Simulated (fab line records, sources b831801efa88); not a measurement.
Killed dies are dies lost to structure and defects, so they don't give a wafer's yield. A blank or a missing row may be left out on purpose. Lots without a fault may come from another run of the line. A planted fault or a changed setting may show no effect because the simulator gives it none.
Which tool did it? | flow sky130 | 6 lots, 18 wafers sampled, at 3 steps of a route of 708

WHAT THE GAUGES READ, wafer by wafer
SKY_CAPM_RS_MEAS_03: measures by four-point-probe.
lot  | measured     | on            | CAPM_TIN_RS (ohm/sq)
L149 | day 36 23:03 | film_metro-01 | 7.04 6.94 6.97
L152 | day 37 11:55 | film_metro-01 | 6.91 6.90 6.89
L155 | day 38 20:49 | film_metro-01 | 7.03 6.98 7.03
L161 | day 40 17:03 | film_metro-02 | 6.93 6.91 6.91
L164 | day 41 10:55 | film_metro-01 | 6.90 6.85 6.86
L168 | day 42 06:10 | film_metro-02 | 7.03 6.98 7.09

WHICH TOOL RAN EACH LOT (tool, then ch and the chambers of the sampled wafers, then the start)
lot  | SKY_FIELD_ISO_STRIP_16              | SKY_VIA2_STRIP_16
L149 | plasma_asher-03 ch 0, day 2 12:44   | plasma_asher-04 ch 1, day 36 21:26
L152 | plasma_asher-01 ch 0,1, day 2 23:36 | plasma_asher-04 ch 0,1, day 37 10:14
L155 | plasma_asher-03 ch 0,1, day 3 16:45 | plasma_asher-01 ch 0,1, day 38 18:49
L161 | plasma_asher-01 ch 0,1, day 5 04:47 | plasma_asher-01 ch 0,1, day 40 15:23
L164 | plasma_asher-03 ch 0,1, day 5 18:43 | plasma_asher-04 ch 0,1, day 41 09:18
L168 | plasma_asher-03 ch 0,1, day 6 12:58 | plasma_asher-03 ch 0,1, day 42 04:31
- SKY_FIELD_ISO_STRIP_16: strips in O2/N2.
- SKY_VIA2_STRIP_16: strips in O2/N2.

THE ANSWER, worked out from the rows above alone
Rule: what is usual is taken from the lots themselves. Put in order of their means at a reading, lots are off if they are a third of the lots or fewer, leave a main group of 4 or more, and stand apart from it by a gap of 3 or more times the standard deviation of the main group's means; of several such gaps the widest counts. A main group whose means are all the same, to the digits that the tables above print for the reading, isn't used. A lot without any number at a reading at which 4 lots or more have one is off too. The other lots that the step has rows for count as sound.
No lot is off at any reading shown: from this, nothing can be told.

WHAT THE SIMULATOR HAD PUT IN
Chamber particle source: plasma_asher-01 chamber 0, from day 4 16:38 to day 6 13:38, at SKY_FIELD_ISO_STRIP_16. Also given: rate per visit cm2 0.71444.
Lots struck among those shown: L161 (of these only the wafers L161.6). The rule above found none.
